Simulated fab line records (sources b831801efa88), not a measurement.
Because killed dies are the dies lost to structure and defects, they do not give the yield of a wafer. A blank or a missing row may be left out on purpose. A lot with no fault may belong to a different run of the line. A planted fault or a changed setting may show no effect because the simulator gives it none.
One fault seen from 2 desks    flow gf180mcu    only its own numbers are on each desk; what lay behind them is given at the end

## DESK OF THE TOOL OWNER: pvd sputter-04
The tool's own readings at GF_V5_SPUTTER_22 (material TiN, target thk 10 nm, time 40 s): means of the sampled wafers that have a number, for each lot that ran on this tool. A lot is out of limits, marked OUT, if its mean lies more than 4 standard deviations from the usual mean; the brackets give that distance.
Columns: A = throttle valve pct at GF_V5_SPUTTER_22, usual 30.4 %
lot   first seen here  A
L292  day 27 01:56     31.0
L302  day 29 23:13     30.9
L304  day 30 12:31     31.0
L307  day 31 17:10     30.5
This desk's finding: nothing out of limits on any of the 4 lots.

## THE METROLOGY DESK
Lot by lot, what the gauges showed, no matter which tool ran the lot: averages of those sampled wafers that carry a number. A lot is out of limits, marked OUT, if its mean lies more than 4 standard deviations from the usual mean; the brackets give that distance.
Columns: A = cd nm at GF_V5_CD_MEAS_14, usual 259.8 nm; B = V5_OVL at GF_V5_OVL_MEAS_15, usual -6 nm
lot   first seen here  A      B
L292  day 27 00:32     258.1  -13
L294  day 27 14:36     261.2  -7
L302  day 29 22:20     259.4  -12
L304  day 30 11:38     258.6  2
L307  day 31 16:19     262.4  -6
L309  day 32 00:07     260.1  -12
L315  day 33 08:40     257.5  1
This desk's finding: nothing out of limits on any of the 7 lots.

## TAKEN TOGETHER
The tool owner's desk saw nothing out of limits.
Metrology desk: nothing out of limits seen.

## WHAT THE SIMULATOR PUT IN
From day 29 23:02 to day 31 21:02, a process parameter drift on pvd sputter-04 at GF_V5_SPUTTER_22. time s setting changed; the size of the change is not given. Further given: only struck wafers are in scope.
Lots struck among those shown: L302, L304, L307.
